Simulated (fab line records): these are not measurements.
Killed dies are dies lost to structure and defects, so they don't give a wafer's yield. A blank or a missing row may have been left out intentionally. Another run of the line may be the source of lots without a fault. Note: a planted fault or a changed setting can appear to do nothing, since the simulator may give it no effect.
fab line records + flow sky130
record
- lots=6
- wafers=18
- last-day=50
route steps=708 shown VIA4@644 PAD_OPEN@708
lots that met no fault: taken from a fault-free run of the same line
start-h: start of the lot's first displayed wafer, in hours after the record's first day + wait-h: how many hours have passed since the lot's step before this one + " as in the row above + L1.1+2: a single row standing in for several wafers + - no value present, or no start provided + * or withheld: withheld + < > ~ a bound
route shown NAME@n: NAME is a module with steps in the file, n the number in the route of the first one + usual: mean/standard deviation taken from wafers without a fault + same: alike in all rows + chamber/n: place in a boat + sites: the reading at each site + _std_site: the values' standard deviation + _edge_site: mean of outer sites minus mean of inner sites + radius-mm: how far each site lies from the wafer's centre + mask NAME#n: copy n + behind: the last tool/chamber to shape the wafer + hold: why the lot was held/for how many hours/how that ended + device: the transistor (n, p or np) that didn't switch + end of line: the tests these same wafers got at the end of their route + step lacking rows: just its recipe + killed: count of dies lost to structure and defects at first sort (not the wafer's yield) + map: shows each die of a wafer: x if killed, . if not, _ if none is there
set.NAME: the run value of the setting; set.NAME@STEP: its run value at that earlier step + model.NAME: the simulator's own value behind a step, which no gauge read
lots seen at some steps along the route; tables by step, rows by wafer
services: from which hour (start-h, from the record's first day; less than 0 if before it) a tool's chamber was out of use, for how many hours, and why
## steps
# step SKY_VIA4_HMDS_05
# recipe
- prime-time-s=60
- prime-temp-c=120
# step SKY_VIA4_COAT_06
# recipe
- resist=NOVOLAK
- spin-rpm=3000
- resist-thk-nm=1140
# step SKY_VIA4_SOFTBAKE_07
# recipe
- temp-c=90
- time-s=60
- resist=NOVOLAK
# step SKY_VIA4_EXPOSE_08
# recipe
- mask-id=VIM4
- na=0.6
- source-shape=conventional
- sigma-outer=0.6
- polarization=unpolarized
- target-cd-nm=800
- dose-mj=132
# step SKY_VIA4_PEB_09
# recipe
- temp-c=withheld
- time-s=*
- resist=NOVOLAK
# step SKY_VIA4_DEVELOP_10
# recipe
- resist=NOVOLAK
- developer=TMAH
- develop-time-s=60
- dev-temp-c=23
# step SKY_VIA4_OVL_MEAS_11
# usual
- VIA4_OVL=0.2/1.3
| lot.wafer | tool       | chamber | start-h | wait-h | VIA4_OVL[nm] |
|-----------|------------|---------|---------|--------|--------------|
| L815.1    | overlay-02 | -       | 1053.19 | 0.1    | 0.4          |
| L815.4    | "          | -       | "       | "      | -0.8         |
| L815.6    | "          | -       | "       | "      | 0.7          |
| L825.1    | overlay-01 | -       | 1108.10 | 0.1    | -1.0         |
| L825.2    | "          | -       | "       | "      | -1.7         |
| L825.3    | "          | -       | "       | "      | -2.0         |
| L826.1    | overlay-02 | -       | 1111.14 | 0.1    | 0.3          |
| L826.2    | "          | -       | "       | "      | -1.5         |
| L826.3    | "          | -       | "       | "      | -0.8         |
| L828.1    | overlay-02 | -       | 1125.70 | 0.1    | -1.0         |
| L828.5    | "          | -       | "       | "      | -0.7         |
| L828.6    | "          | -       | "       | "      | 0.1          |
| L830.3    | overlay-01 | -       | 1128.30 | 0.1    | 1.6          |
| L830.5    | "          | -       | "       | "      | 1.1          |
| L830.6    | "          | -       | "       | "      | 0.5          |
| L831.1    | overlay-02 | -       | 1134.00 | 0.1    | 0.1          |
| L831.2    | "          | -       | "       | "      | -1.2         |
| L831.6    | "          | -       | "       | "      | -0.5         |
# step SKY_VIA4_ETCH_12
# recipe
- target=SiO2
- chemistry=C4F8/O2/Ar
- stop-on=TiN
- mask-material=NOVOLAK
- source-w=1500
- bias-w=1200
- pressure-mtorr=40
- c4f8-flow-sccm=withheld
- O2_flow_sccm=6
- Ar_flow_sccm=300
- time-s=withheld
- target-depth-a=5800
# usual
- oes-product-au=0.926/0.0045
| lot.wafer | tool        | chamber | start-h | wait-h | oes-product-au |
|-----------|-------------|---------|---------|--------|----------------|
| L815.1    | rie-diel-03 | 0       | 1053.23 | 0.0    | 0.918          |
| L815.4    | "           | 2       | "       | "      | 0.927          |
| L815.6    | "           | 1       | "       | "      | 0.929          |
| L825.1    | rie-diel-04 | 1       | 1108.13 | 0.0    | 0.930          |
| L825.2    | "           | 0       | "       | "      | 0.926          |
| L825.3    | "           | 2       | "       | "      | 0.928          |
| L826.1    | rie-diel-03 | 2       | 1111.18 | 0.0    | 0.929          |
| L826.2    | "           | 1       | "       | "      | 0.919          |
| L826.3    | "           | 3       | "       | "      | 0.922          |
| L828.1    | rie-diel-04 | 2       | 1125.73 | 0.0    | 0.928          |
| L828.5    | "           | 1       | "       | "      | 0.921          |
| L828.6    | "           | 2       | "       | "      | 0.928          |
| L830.3    | rie-diel-04 | 0       | 1128.33 | 0.0    | 0.930          |
| L830.5    | "           | 2       | "       | "      | 0.924          |
| L830.6    | "           | 3       | "       | "      | 0.926          |
| L831.1    | rie-diel-01 | 3       | 1134.03 | 0.0    | 0.923          |
| L831.2    | "           | 0       | "       | "      | 0.929          |
| L831.6    | "           | 3       | "       | "      | 0.928          |
# step SKY_VIA4_STRIP_13
# recipe
- chemistry=O2/N2
- power-w=1400
- pressure-mtorr=1500
- platen-temp-c=withheld
- o2-flow-sccm=3000
- n2-flow-sccm=300
- overash-fraction=0.5
# usual
- drypump-motor-current-A=5.8/0.5
- oes-product-au=0.710/0.0049
- strip-time-to-endpoint-s=12.80/0.031
| lot.wafer | tool            | chamber | start-h | wait-h | drypump-motor-current-A | oes-product-au | rf-hours-counter-h | strip-time-to-endpoint-s |
|-----------|-----------------|---------|---------|--------|-------------------------|----------------|--------------------|--------------------------|
| L815.1    | plasma-asher-03 | 1       | 1053.30 | -      | 6.0                     | 0.709          | 91                 | 12.81                    |
| L815.4    | "               | 0       | "       | "      | 5.0                     | 0.711          | -                  | 12.84                    |
| L815.6    | "               | 0       | "       | "      | 5.0                     | 0.710          | -                  | 12.77                    |
| L825.1    | plasma-asher-04 | 0       | 1108.21 | -      | 5.3                     | 0.715          | 35                 | 12.85                    |
| L825.2    | "               | 1       | "       | "      | 6.2                     | 0.705          | 35                 | 12.83                    |
| L825.3    | "               | 0       | "       | "      | 5.3                     | 0.694          | -                  | 12.88                    |
| L826.1    | plasma-asher-01 | 0       | 1111.25 | -      | 5.6                     | 0.713          | 67                 | 12.81                    |
| L826.2    | "               | 1       | "       | "      | 6.4                     | 0.706          | 67                 | 12.82                    |
| L826.3    | "               | 0       | "       | "      | 5.6                     | 0.712          | -                  | 12.76                    |
| L828.1    | plasma-asher-03 | 0       | 1125.81 | -      | 5.0                     | 0.705          | 99                 | 12.84                    |
| L828.5    | "               | 1       | "       | "      | 6.0                     | 0.710          | -                  | 12.80                    |
| L828.6    | "               | 0       | "       | "      | 5.0                     | 0.708          | -                  | 12.80                    |
| L830.3    | plasma-asher-01 | 0       | 1128.43 | -      | 5.6                     | 0.707          | -                  | 12.78                    |
| L830.5    | "               | 0       | "       | "      | 5.6                     | 0.713          | -                  | 12.76                    |
| L830.6    | "               | 1       | "       | "      | 6.4                     | 0.709          | -                  | 12.78                    |
| L831.1    | plasma-asher-04 | 1       | 1134.11 | -      | 6.3                     | 0.700          | 38                 | 12.78                    |
| L831.2    | "               | 0       | "       | "      | 5.4                     | 0.711          | 38                 | 12.78                    |
| L831.6    | "               | 0       | "       | "      | 5.3                     | 0.701          | -                  | 12.81                    |
# step SKY_VIA4_STRIP_14
# recipe
- chemistry=post-etch-residue-remover
- time-s=1200
- temp-c=72.5
# step SKY_VIA4_CLEAN_15
# recipe
- chemistry=IPA
- time-s=180
- temp-c=25
# step SKY_VIA4_CLEAN_16
# recipe
- chemistry=O3/DIW
- dry=n2-spin
# step SKY_VIA4_SPUTTER_17
# recipe
- material=TiN
- target-thk-nm=20
- chamber-pressure-pa=5
- power-w=4000
- time-s=80
# usual
- cathode-dc-power-W=4000.0/0.81
- chamber-pressure-pa=4.998/0.01
- throttle-valve-pct=30.1/1.1
| lot.wafer | tool           | chamber | start-h | wait-h | cathode-dc-power-W | chamber-pressure-pa | throttle-valve-pct |
|-----------|----------------|---------|---------|--------|--------------------|---------------------|--------------------|
| L815.1    | pvd-sputter-01 | -       | 1053.90 | 0.0    | 3999.7             | 5.006               | 29.0               |
| L815.4    | "              | -       | "       | "      | 3999.1             | 4.992               | 30.2               |
| L815.6    | "              | -       | "       | "      | 3999.8             | 4.988               | 29.5               |
| L825.1    | pvd-sputter-02 | -       | 1109.14 | 0.0    | -                  | -                   | -                  |
| L825.2    | "              | -       | "       | "      | -                  | -                   | -                  |
| L825.3    | "              | -       | "       | "      | -                  | -                   | -                  |
| L826.1    | pvd-sputter-01 | -       | 1111.84 | 0.0    | -                  | -                   | -                  |
| L826.2    | "              | -       | "       | "      | -                  | -                   | -                  |
| L826.3    | "              | -       | "       | "      | -                  | -                   | -                  |
| L828.1    | pvd-sputter-02 | -       | 1126.44 | 0.0    | 3999.4             | 5.007               | 30.2               |
| L828.5    | "              | -       | "       | "      | 4000.2             | 5.026               | 29.9               |
| L828.6    | "              | -       | "       | "      | 4000.6             | 4.988               | 30.8               |
| L830.3    | pvd-sputter-01 | -       | 1129.01 | 0.0    | 4000.4             | 4.978               | 29.7               |
| L830.5    | "              | -       | "       | "      | 4000.4             | 5.005               | 28.9               |
| L830.6    | "              | -       | "       | "      | 4000.3             | 4.996               | 29.7               |
| L831.1    | pvd-sputter-03 | -       | 1134.71 | 0.0    | 4000.4             | 5.005               | 32.1               |
| L831.2    | "              | -       | "       | "      | 4000.3             | 5.006               | 29.0               |
| L831.6    | "              | -       | "       | "      | 3999.4             | 5.021               | 31.6               |
# step SKY_VIA4_CVD_18
# recipe
- material=W
- target-thk-nm=505
- time-s=152.14
- temp-c=400
- pressure-torr=40
# usual
- heater-power-w=912/92
| lot.wafer | tool     | chamber | start-h | wait-h | heater-power-w |
|-----------|----------|---------|---------|--------|----------------|
| L815.1    | cvd-w-01 | 1       | 1053.96 | 0.0    | 832            |
| L815.4    | "        | 0       | "       | "      | 951            |
| L815.6    | "        | 0       | "       | "      | 937            |
| L825.1    | cvd-w-01 | 0       | 1109.20 | 0.0    | 948            |
| L825.2    | "        | 1       | "       | "      | 833            |
| L825.3    | "        | 1       | "       | "      | 844            |
| L826.1    | cvd-w-01 | 1       | 1111.90 | 0.0    | 816            |
| L826.2    | "        | 0       | "       | "      | 948            |
| L826.3    | "        | 0       | "       | "      | 990            |
| L828.1    | cvd-w-02 | 0       | 1126.50 | 0.0    | 826            |
| L828.5    | "        | 1       | "       | "      | 1065           |
| L828.6    | "        | 0       | "       | "      | 813            |
| L830.3    | cvd-w-01 | 0       | 1129.12 | 0.1    | 941            |
| L830.5    | "        | 0       | "       | "      | 953            |
| L830.6    | "        | 1       | "       | "      | 831            |
| L831.1    | cvd-w-01 | 0       | 1134.77 | 0.0    | 983            |
| L831.2    | "        | 1       | "       | "      | 849            |
| L831.6    | "        | 0       | "       | "      | 974            |
# step SKY_PAD_OPEN_PROBE_99
# usual
- defect-limited-yield=82.7/1.9
- killed_at_M0_to_M3=43/6.8
- killed_at_M4_up=2.9/1.7
- killed-at-contacts=24/5.4
- killed-at-front-end=15/4.8
- killed-at-other=0.3/0.57
- killed-dies=85/9.4
- killed-on-rim=16/4
- killed-open=47/7.5
- killed-short=38/5.7
- sort_bin_3_pad_short=0.8/0.37
- sort_bin_5_function=10.2/1.5
- sort_bin_6_memory=6.2/1.1
- sort-n-pass=407/9.4
- sort-yield-pct=82.7/1.9
# same
- gross-dies=492
- killed-at-back-side=0
- sort_bin_4_leakage[%]=0
- sort_bin_8_speed[%]=0
| lot.wafer | tool      | chamber | start-h | wait-h | defect-limited-yield[%] | killed_at_M0_to_M3 | killed_at_M4_up | killed-at-contacts | killed-at-front-end | killed-at-other | killed-dies | killed-on-rim | killed-open | killed-short | sort_bin_3_pad_short[%] | sort_bin_5_function[%] | sort_bin_6_memory[%] | sort-n-pass | sort-yield-pct[%] |
|-----------|-----------|---------|---------|--------|-------------------------|--------------------|-----------------|--------------------|---------------------|-----------------|-------------|---------------|-------------|--------------|-------------------------|------------------------|----------------------|-------------|-------------------|
| L815.1    | prober-02 | -       | 1118.07 | 0.1    | 83.7                    | 32                 | 3               | 27                 | 18                  | 0               | 80          | 15            | 40          | 40           | 0.6                     | 10.2                   | 5.5                  | 412         | 83.7              |
| L815.4    | prober-02 | -       | 1118.22 | 0.2    | 82.9                    | 48                 | 2               | 18                 | 16                  | 0               | 84          | 17            | 53          | 31           | 0.6                     | 10.0                   | 6.5                  | 408         | 82.9              |
| L815.6    | prober-02 | -       | 1118.32 | 0.2    | 84.1                    | 47                 | 5               | 13                 | 13                  | 0               | 78          | 20            | 46          | 32           | 0.6                     | 10.0                   | 5.3                  | 414         | 84.1              |
| L825.1    | prober-01 | -       | 1169.18 | 0.1    | 0                       | 52                 | 409             | 24                 | 7                   | 0               | 492         | 96            | 48          | 39           | 1.2                     | 92.5                   | 6.3                  | 0           | 0                 |
| L825.2    | prober-01 | -       | 1169.23 | 0.1    | 0                       | 44                 | 425             | 18                 | 5                   | 0               | 492         | 96            | 35          | 35           | 1.0                     | 94.1                   | 4.9                  | 0           | 0                 |
| L825.3    | prober-01 | -       | 1169.28 | 0.2    | 0                       | 40                 | 404             | 31                 | 17                  | 0               | 492         | 96            | 60          | 31           | 0.6                     | 94.3                   | 5.1                  | 0           | 0                 |
| L826.1    | prober-01 | -       | 1171.36 | 0.1    | 0                       | 31                 | 427             | 18                 | 16                  | 0               | 492         | 96            | 37          | 29           | 0.4                     | 95.3                   | 4.3                  | 0           | 0                 |
| L826.2    | prober-01 | -       | 1171.41 | 0.1    | 0                       | 36                 | 404             | 34                 | 18                  | 0               | 492         | 96            | 47          | 45           | 0.8                     | 92.9                   | 6.3                  | 0           | 0                 |
| L826.3    | prober-01 | -       | 1171.46 | 0.2    | 0                       | 48                 | 411             | 16                 | 17                  | 0               | 492         | 96            | 37          | 49           | 0.6                     | 91.7                   | 7.7                  | 0           | 0                 |
# killed by level:class
L815.1 CONTACT:geometric-particle:open=8 LOCAL_INTERCONNECT:geometric-particle:short=7 VIA2:geometric-particle:open=7 VIA3:geometric-particle:open=7 FIELD_ISO:geometric-particle:short=6 LI_CONTACT:geometric-particle:open=6 POLY_GATE:geometric-particle:open=5 POLY_GATE:geometric-particle:short=4
L815.4 VIA1:geometric-particle:open=19 LI_CONTACT:geometric-particle:open=7 CONTACT:geometric-particle:open=7 VIA2:geometric-particle:open=7 METAL1:geometric-particle:short=6 VIA2:geometric-particle:short=5 FIELD_ISO:geometric-particle:short=4 POLY_GATE:geometric-particle:open=4
L815.6 VIA1:geometric-particle:open=14 CONTACT:geometric-particle:open=8 METAL1:geometric-particle:short=6 METAL2:geometric-particle:short=5 VIA2:geometric-particle:open=5 VIA1:geometric-particle:short=4 METAL4:geometric-particle:short=4 FIELD_ISO:geometric-particle:open=3
L825.1 VIA4:area-sputter=405 VIA1:geometric-particle:open=11 CONTACT:geometric-particle:open=11 VIA3:geometric-particle:open=9 VIA2:geometric-particle:open=7 METAL1:geometric-particle:short=5 METAL2:geometric-particle:short=5 VIA1:geometric-particle:short=4
L825.2 VIA4:area-sputter=422 VIA1:geometric-particle:open=12 CONTACT:geometric-particle:open=8 VIA2:geometric-particle:open=8 VIA1:geometric-particle:short=7 CONTACT:geometric-particle:short=5 VIA3:geometric-particle:short=5 FIELD_ISO:geometric-particle:short=4
L825.3 VIA4:area-sputter=401 CONTACT:geometric-particle:open=14 VIA2:geometric-particle:open=13 LI_CONTACT:geometric-particle:open=9 POLY_GATE:geometric-particle:open=7 LI_CONTACT:geometric-particle:short=5 VIA3:geometric-particle:open=5 POLY_GATE:geometric-particle:short=4
L826.1 VIA4:area-sputter=426 CONTACT:geometric-particle:open=7 VIA1:geometric-particle:open=7 VIA2:geometric-particle:open=5 FIELD_ISO:geometric-particle:open=4 LI_CONTACT:geometric-particle:open=4 CONTACT:geometric-particle:short=4 VIA2:geometric-particle:short=4
L826.2 VIA4:area-sputter=400 CONTACT:geometric-particle:short=10 CONTACT:geometric-particle:open=10 LI_CONTACT:geometric-particle:open=7 VIA1:geometric-particle:open=6 FIELD_ISO:geometric-particle:short=5 FIELD_ISO:geometric-particle:open=5 METAL1:geometric-particle:short=5
L826.3 VIA4:area-sputter=406 METAL2:geometric-particle:short=11 VIA2:geometric-particle:short=8 CONTACT:geometric-particle:open=7 VIA1:geometric-particle:open=6 FIELD_ISO:geometric-particle:short=5 POLY_GATE:geometric-particle:short=4 VIA2:geometric-particle:open=4
# map L825.1 (x killed, . not)
__________xxxxxxxxxx_________
________xxxxxxxxxxxxxx_______
______xxxxxxxxxxxxxxxxxx_____
_____xxxxxxxxxxxxxxxxxxxx____
____xxxxxxxxxxxxxxxxxxxxxx___
___xxxxxxxxxxxxxxxxxxxxxxxx__
__xxxxxxxxxxxxxxxxxxxxxxxxxx_
_xxxxxxxxxxxxxxxxxxxxxxxxxxxx
_xxxxxxxxxxxxxxxxxxxxxxxxxxxx
_xxxxxxxxxxxxxxxxxxxxxxxxxxxx
_xxxxxxxxxxxxxxxxxxxxxxxxxxxx
_xxxxxxxxxxxxxxxxxxxxxxxxxxxx
_xxxxxxxxxxxxxxxxxxxxxxxxxxxx
_xxxxxxxxxxxxxxxxxxxxxxxxxxxx
_xxxxxxxxxxxxxxxxxxxxxxxxxxxx
__xxxxxxxxxxxxxxxxxxxxxxxxxx_
___xxxxxxxxxxxxxxxxxxxxxxxx__
____xxxxxxxxxxxxxxxxxxxxxx___
_____xxxxxxxxxxxxxxxxxxxx____
______xxxxxxxxxxxxxxxxxx_____
________xxxxxxxxxxxxxx_______
__________xxxxxxxxxx_________
# map L826.1 (x killed, . not)
__________xxxxxxxxxx_________
________xxxxxxxxxxxxxx_______
______xxxxxxxxxxxxxxxxxx_____
_____xxxxxxxxxxxxxxxxxxxx____
____xxxxxxxxxxxxxxxxxxxxxx___
___xxxxxxxxxxxxxxxxxxxxxxxx__
__xxxxxxxxxxxxxxxxxxxxxxxxxx_
_xxxxxxxxxxxxxxxxxxxxxxxxxxxx
_xxxxxxxxxxxxxxxxxxxxxxxxxxxx
_xxxxxxxxxxxxxxxxxxxxxxxxxxxx
_xxxxxxxxxxxxxxxxxxxxxxxxxxxx
_xxxxxxxxxxxxxxxxxxxxxxxxxxxx
_xxxxxxxxxxxxxxxxxxxxxxxxxxxx
_xxxxxxxxxxxxxxxxxxxxxxxxxxxx
_xxxxxxxxxxxxxxxxxxxxxxxxxxxx
__xxxxxxxxxxxxxxxxxxxxxxxxxx_
___xxxxxxxxxxxxxxxxxxxxxxxx__
____xxxxxxxxxxxxxxxxxxxxxx___
_____xxxxxxxxxxxxxxxxxxxx____
______xxxxxxxxxxxxxxxxxx_____
________xxxxxxxxxxxxxx_______
__________xxxxxxxxxx_________
## services
| tool           | chamber | start-h | hours | kind                   |
|----------------|---------|---------|-------|------------------------|
| rie-diel-01    | 3       | 1029.70 | -     | clean                  |
| rie-diel-01    | 3       | 1029.70 | 17.2  | scheduled-down         |
| rie-diel-01    | 3       | 1029.70 | 17.2  | vent-cycle             |
| pvd-sputter-02 | -       | 1041.37 | 15.8  | repair                 |
| rie-diel-03    | 2       | 1057.57 | 4.4   | repair                 |
| rie-diel-01    | 0       | 1073.14 | 1.3   | repair                 |
| pvd-sputter-01 | 3       | 1075.04 | -     | consumable-replace:kit |
| pvd-sputter-01 | 3       | 1075.04 | 18.0  | scheduled-down         |
| pvd-sputter-01 | 3       | 1075.04 | 18.0  | vent-cycle             |
| cvd-w-01       | -       | 1075.74 | 14.6  | pm                     |
| pvd-sputter-01 | -       | 1077.92 | 0.9   | repair                 |
| rie-diel-04    | 2       | 1081.25 | -     | clean                  |
| rie-diel-04    | 2       | 1081.25 | 13.7  | scheduled-down         |
| rie-diel-04    | 2       | 1081.25 | 13.7  | vent-cycle             |
| rie-diel-03    | 2       | 1084.87 | 6.1   | repair                 |
| rie-diel-03    | 3       | 1085.55 | 10.7  | repair                 |
| pvd-sputter-02 | 2       | 1095.06 | -     | consumable-replace:kit |
| pvd-sputter-02 | 2       | 1095.06 | 18.0  | scheduled-down         |
| pvd-sputter-02 | 2       | 1095.06 | 18.0  | vent-cycle             |
| pvd-sputter-01 | -       | 1095.33 | 7.5   | repair                 |
| pvd-sputter-03 | 0       | 1101.95 | -     | consumable-replace:kit |
| cvd-w-02       | -       | 1113.41 | 1.2   | repair                 |
| rie-diel-01    | 2       | 1118.79 | 7.4   | repair                 |
| cvd-w-02       | -       | 1127.08 | 1.0   | repair                 |
## key
first-sign
- step=SKY_VIA4_SPUTTER_17
- reading=tool-record
- direction=missing
effect
- step=SKY_PAD_OPEN_PROBE_99
- reading=killed_at_M4_up
- direction=up
- sigmas=99+
- usual=2.9
- struck=413.3
more-kills-born-at
- SKY_VIA4_SPUTTER_17@pvd-sputter-01=1232
- SKY_VIA4_SPUTTER_17@pvd-sputter-02=1228
met-at SKY_VIA4_SPUTTER_17
struck-wafers L825.1,L825.2,L825.3,L826.1,L826.2,L826.3
later-rows-left-out L825.1,L825.2,L825.3,L826.1,L826.2,L826.3
onset-between 1053.90 1109.14
fault
- kind=skipped-step-whole
- tool=pvd-sputter-01,pvd-sputter-02
- chamber=-
- onset-h=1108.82
- steps=SKY_VIA4_SPUTTER_17
- scope=struck-lots-only
# later-rows-left-out: the simulator's readings of these wafers behind a module that went badly wrong aren't trusted and aren't shown, but for the sort
